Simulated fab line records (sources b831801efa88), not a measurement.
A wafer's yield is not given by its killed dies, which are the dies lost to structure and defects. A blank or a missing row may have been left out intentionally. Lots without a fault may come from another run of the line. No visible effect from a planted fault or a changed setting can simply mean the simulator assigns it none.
Matching of chambers | flow gf180mcu | GF_V3_CVD_02 on pecvd-04: 3 sister chambers
The step deposits SiO2 from TEOS, target thk 850 nm, time 94.851 s. 3 wafers are shown with their chamber, then 7 later ones without.

== WAFERS, EACH WITH ITS CHAMBER ==
wafer  | chamber | heater power w (W)
L083.4 | 0       | 703
L087.1 | 2       | 634
L087.2 | 1       | 636

== WAFERS MISSING THEIR CHAMBER ==
wafer  | heater power w (W)
L087.3 | 626
L088.2 | 531
L088.4 | 663
L088.5 | 682
L089.4 | 589
L089.5 | 610
L089.6 | 627

== WHICH CHAMBER EACH ONE RAN IN ==
wafer  | from the rows above          | in truth
L087.3 | can't be placed: 2 or 1 or 0 | 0
L088.2 | can't be placed: 2 or 1 or 0 | 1
L088.4 | can't be placed: 1 or 2 or 0 | 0
L088.5 | can't be placed: 0 or 1 or 2 | 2
L089.4 | can't be placed: 2 or 1 or 0 | 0
L089.5 | can't be placed: 2 or 1 or 0 | 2
L089.6 | can't be placed: 2 or 1 or 0 | 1
Placed correctly: 0 of 7. Can't be placed from these rows: 7 (the true chamber is among the candidates in 7). 0 placed wrongly.
How it was worked out, from the rows above alone: a wafer's distance from a chamber is the root of the sum, over the readings, of the square of ((its reading less the chamber's mean) divided by the reading's scatter). If the next closest chamber is less than 2 further off than the closest, the wafer can't be placed; otherwise it belongs to the closest. Each chamber's mean is taken over the wafers shown for it. The scatter: with one shown wafer a chamber, the root of the mean of the squares of how far each hidden wafer lies from its nearest shown one.
